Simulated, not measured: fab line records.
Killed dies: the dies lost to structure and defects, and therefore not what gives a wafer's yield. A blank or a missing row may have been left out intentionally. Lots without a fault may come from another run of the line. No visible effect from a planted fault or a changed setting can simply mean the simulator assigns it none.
2 desks looking at one fault / flow sky130 / only its own numbers are on each desk; what lay behind them is given at the end

## AT THE METROLOGY DESK
Means of the sampled wafers that have a number, per lot and without regard to the tool the lot ran on: this is what the gauges read. A lot is out of limits, marked OUT, if its mean lies more than 4 standard deviations from the usual mean; the brackets give that distance.
Columns: A = LOCAL_INTERCONNECT_TIN_THK at SKY_LOCAL_INTERCONNECT_THK_MEAS_02, usual 99.6 nm; B = CONTACT_CVD_00_THK at SKY_CONTACT_THK_MEAS_01, usual 74.8 nm; C = cd-nm at SKY_CONTACT_CD_MEAS_14, usual 170.1 nm
lot=L342; first seen here=day 29 06:37; A=100.5; B=74.0; C=169.0
lot=L344; first seen here=day 29 20:13; A=99.3; B=73.9; C=171.8
lot=L345; first seen here=day 30 17:23; A=98.9; B=74.6; C=171.7
lot=L347; first seen here=day 31 12:07; A=100.5; B=75.2; C=168.3
lot=L350; first seen here=day 32 14:12; A=98.2; B=74.8; C=169.1
lot=L351; first seen here=day 32 20:14; A=98.7; B=74.9; C=166.8
lot=L355; first seen here=day 33 20:07; A=100.5; B=75.8; C=170.2
lot=L358; first seen here=day 34 13:08; A=100.5; B=74.4; C=170.6
lot=L359; first seen here=day 34 23:41; A=100.2; B=74.7; C=167.9
lot=L360; first seen here=day 35 03:55; A=99.1; B=74.1; C=171.1
lot=L363; first seen here=day 36 07:32; A=99.5; B=75.2; C=173.0
lot=L364; first seen here=day 36 13:26; A=100.2; B=75.1; C=171.7
lot=L365; first seen here=day 37 01:20; A=99.3; B=75.3; C=172.6
This desk's finding: nothing out of limits on any of the 13 lots.

## DESK OF THE TOOL OWNER: cmp-02
The tool's own readings at SKY_CONTACT_CMP_27 (polishes, stops on SiO2, t overpolish 15 s, target thk 0 nm): means of the sampled wafers that have a number, for each lot that ran on this tool. A lot is out of limits, marked OUT, if its mean lies more than 4 standard deviations from the usual mean; the brackets give that distance.
Columns: A = edge-zone-pressure-frac at SKY_CONTACT_CMP_27, usual 1.000; B = head-pressure-psi at SKY_CONTACT_CMP_27, usual 3.499 psi; C = motor-current-A at SKY_CONTACT_CMP_27, usual 11.3 A; D = overpolish-run-s at SKY_CONTACT_CMP_27, usual 15.001 s; E = slurry-flow-ml-min at SKY_CONTACT_CMP_27, usual 150.0; F = time-to-endpoint-s at SKY_CONTACT_CMP_27, usual 83 s
lot=L342; first seen here=day 31 15:52; A=0.999; B=3.503; C=11.9; D=15.001; E=150.2; F=79
lot=L344; first seen here=day 32 05:07; A=0.998; B=3.502; C=11.6; D=14.998; E=149.8; F=84
lot=L345; first seen here=day 33 01:58; A=1.000; B=3.491; C=11.3; D=15.000; E=149.9; F=86
lot=L347; first seen here=day 33 21:46; A=0.998; B=3.497; C=11.3; D=15.003; E=150.0; F=82
lot=L351; first seen here=day 35 04:32; A=1.002; B=3.499; C=11.3; D=15.004; E=149.8; F=86
lot=L355; first seen here=day 36 03:42; A=1.000; B=3.495; C=11.3; D=15.010; E=150.1; F=87
This desk's finding: nothing out of limits on any of the 6 lots.

## PUT TOGETHER
At the metrology desk, nothing out of limits was observed.
The desk of the tool owner found nothing out of limits.

## WHAT THE SIMULATOR HAD INSERTED
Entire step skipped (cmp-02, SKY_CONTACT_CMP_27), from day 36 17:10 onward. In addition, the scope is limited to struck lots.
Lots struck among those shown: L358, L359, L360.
